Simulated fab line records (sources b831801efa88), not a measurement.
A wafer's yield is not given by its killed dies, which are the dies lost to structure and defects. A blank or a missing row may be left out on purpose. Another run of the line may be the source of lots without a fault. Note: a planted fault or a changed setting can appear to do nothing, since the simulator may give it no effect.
Problem report in the 8D (eight disciplines) form, filled by code | flow gf180mcu | the parts of the form that need people (team, actions taken, sign-off) are left out

## 1. WHAT IS WRONG
run length s at GF_STI_WET_ETCH_17 reads a mean of 295 s on 6 wafers of 2 lots; wafers without a fault read 542 s with a standard deviation of 3.6. That puts it -69 standard deviations away from the usual mean.
The step: etches Si3N4 in H3PO4, target depth 45 nm, time 514 s.
First observed at day 5 17:32: wafer L476.1, on wet bench-03. The record has a number at this step for 42 wafers belonging to 14 lots. The rule behind "out" and "out of limits": a value lying over 4 standard deviations away from the usual mean. All remaining wafers that have a number are taken as sound.

## 2. WHAT IT IS AND WHAT IT IS NOT
question                    | is                     | is not
which readings at this step | run length s           | -
which lots                  | L476, L480             | L461, L463, L464, L465, L467, L468, L469, L470, L471, L473, L475, L482
which wafers of those lots  | all that have a number | -
read on which tools         | wet bench-03           | wet bench-01, wet bench-02
when                        | from day 5 17:32       | up to then (33 sound wafers); but 3 sound wafers of L482 came after

## 3. SUSPECTS, AND WHAT RULES EACH OUT
Counting: a tool stays on the suspect list if, at a process step up to the reading, it processed all lots that are out and no sound lot following the first of them.
- wet bench-03 at GF_STI_WET_ETCH_17 (etches Si3N4 in H3PO4, target depth 45 nm, time 514 s): kept. It processed each lot that is out, first L476 at day 5 17:32, and no sound lot thereafter; up to then, the last sound lot it processed was L473 at day 5 02:02. Its own readings are out on those wafers: run length s.
Left after counting: wet bench-03 at GF_STI_WET_ETCH_17.

## 4. THE CAUSE (what the simulator had put in)
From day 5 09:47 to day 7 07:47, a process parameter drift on wet bench-03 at GF_STI_WET_ETCH_17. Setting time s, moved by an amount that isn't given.
Counting left only this tool.

## 5. SEQUENCE OF EFFECTS, ordered by route
Rows list readings where the struck wafers' mean (over those with a number) sits beyond 3 standard deviations from the usual. Readings are gone through only where the record gives a usual standard deviation; hours: the median, over the lots, of the time from a lot's start at the first step in this table giving one to that lot's start at this step; sigmas: the change measured in usual standard deviations.
hours | step               | reading      | usual | on struck wafers | change | sigmas
0     | GF_STI_WET_ETCH_17 | run length s | 542 s | 295              | -247   | -69
The process steps in it:
- GF_STI_WET_ETCH_17: etches Si3N4 in H3PO4, target depth 45 nm, time 514 s.
Later measuring or inspecting steps at which every struck wafer that the step has a row for has a number for every such reading, and none has moved that far: GF_M4_RS_MEAS_05, GF_V4_BOW_MEAS_05.

## 6. WHAT WOULD HAVE CAUGHT IT SOONER
In this record the first reading out of limits was taken at day 5 17:32, 8 hours after the fault began at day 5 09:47.
